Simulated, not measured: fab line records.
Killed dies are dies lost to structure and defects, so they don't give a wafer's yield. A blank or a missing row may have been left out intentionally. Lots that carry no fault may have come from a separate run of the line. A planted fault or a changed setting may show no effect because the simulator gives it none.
A struck lot beside a sound one	flow sky130	15 steps out of a route of 708
Sound: the wafers L223.2, L223.3, L223.6. Struck: wafer L236.4 (L236.3, L236.6, from the same lot, were not struck and are left out); the cause is given at the end.
Per side, at each step with rows, come the tool, then ch with its chambers, and then its first start. Under that, the readings that differ: sound wafers	struck wafers	difference of the means	sigmas: that difference in standard deviations of wafers without a fault.
alike: a reading whose means differ by less than 2 such deviations, as well as words and numbers matching on both sides. not compared: withheld readings; readings where some wafer has no value; bounds like >300 that might hide an equal value; numbers whose values overlap and for which the record gives no deviation.
Wherever a step has rows on one side only, a row that says differs or no value, or a row with sigmas, the two part there. Numbers that have no deviation but don't overlap get no sigmas and don't part them. A reading that every wafer of one side lacks parts them only if that side has two wafers or more.

SKY_VIA1_OVL_MEAS_13:
  sound on overlay-01, day 34 21:04; struck on overlay-02, day 38 20:47
  alike: VIA1_OVL
SKY_VIA1_ETCH_14: etches BARC in N2/H2, stops on SiO2, time 45.9 s, target depth 60 nm.
  sound on rie diel-03 ch 0,2,3, day 34 21:06; struck on rie diel-04 ch 1, day 38 20:48
  alike: drypump motor current A, oes product au, throttle valve pct
  not compared: rf hours counter h
then, 1 step without rows for these wafers: SKY_VIA1_ETCH_15 (etches SiO2 in C4F8/O2/Ar, stops on TiN, target depth 351 nm, time 54 s).
SKY_VIA1_STRIP_16: strips in O2/N2.
  sound on plasma asher-03 ch 0,1, day 34 21:11; struck on plasma asher-01 ch 1, day 38 20:55
  alike: drypump motor current A, oes product au, strip time to endpoint s
  not compared: rf hours counter h
then, 4 steps without rows for these wafers: SKY_VIA1_STRIP_17 (strips in post etch residue remover, time 1200 s); SKY_VIA1_CLEAN_18 (cleans in IPA, time 180 s); SKY_VIA1_CLEAN_19 (cleans in O3/DIW); SKY_VIA1_SPUTTER_20 (material TiN, target thk 20 nm, time 80 s).
SKY_VIA1_CVD_21: deposits W, target thk 270 nm, time 80.902 s.
  sound on cvd w-02 ch 0,1, day 34 21:50; struck on cvd w-02 ch 1, day 38 21:37
  alike: chamber pressure Torr, heater power w
  not compared: since wet clean h
SKY_VIA1_RS_MEAS_22: measurement is done with a four-point probe.
  sound on film metro-01, day 34 21:58; struck on film metro-02, day 38 21:43
  alike: VIA1_W_RS
SKY_VIA1_THK_MEAS_23: measures by xrf.
  sound on film metro-01, day 34 22:04; struck on film metro-02, day 38 21:49
  alike: VIA1_W_THK
SKY_VIA1_CMP_24: polishes, stops on SiO2, t overpolish 15 s, target thk 0 nm.
  sound on cmp-01 ch 1,2,3, day 34 22:07; struck on cmp-02 ch 1, day 38 21:55
reading	sound	struck	difference	sigmas
overpolish run s (s)	14.995 15.016 15.000	14.982	-0.022	-2
  alike: motor current A, time to endpoint s
SKY_METAL2_SPUTTER_00: material Ti, target thk 15 nm, time 10 s.
  sound on pvd sputter-03, day 34 22:25; struck on pvd sputter-01, day 38 22:10
reading	sound	struck	difference	sigmas
model.Ti_of_METAL2_SPUTTER_00.thk nm (nm)	15.05 14.77 14.96	21.08	+6.15	
  alike: throttle valve pct
SKY_METAL2_SPUTTER_01: material TiN, target thk 20 nm, time 16.7 s.
  sound on pvd sputter-03, day 34 22:26; struck on pvd sputter-01, day 38 22:11
  alike: throttle valve pct
-- the record jumps here: 11 days lie between the struck wafers' starts before and after (it left off in module METAL2 and takes up again in module PAD_OPEN, whose first step shown is number 708 of the route) --
SKY_PAD_OPEN_PROBE_99:
  sound on prober-01, day 46 16:07; struck on prober-02, day 49 15:07
reading	sound	struck	difference	sigmas
killed at contacts	25 36 26	15	-14	-3
  alike: defect limited yield, killed_at_M0_to_M3, killed_at_M4_up, killed at front end, killed at other, killed dies, killed open, killed short, sort_bin_3_pad_short, sort_bin_5_function, sort_bin_6_memory, sort n pass, sort yield pct

WHERE THEY PART
First at SKY_VIA1_CMP_24; last, within this record, at SKY_PAD_OPEN_PROBE_99.

WHY: what had been put in by the simulator
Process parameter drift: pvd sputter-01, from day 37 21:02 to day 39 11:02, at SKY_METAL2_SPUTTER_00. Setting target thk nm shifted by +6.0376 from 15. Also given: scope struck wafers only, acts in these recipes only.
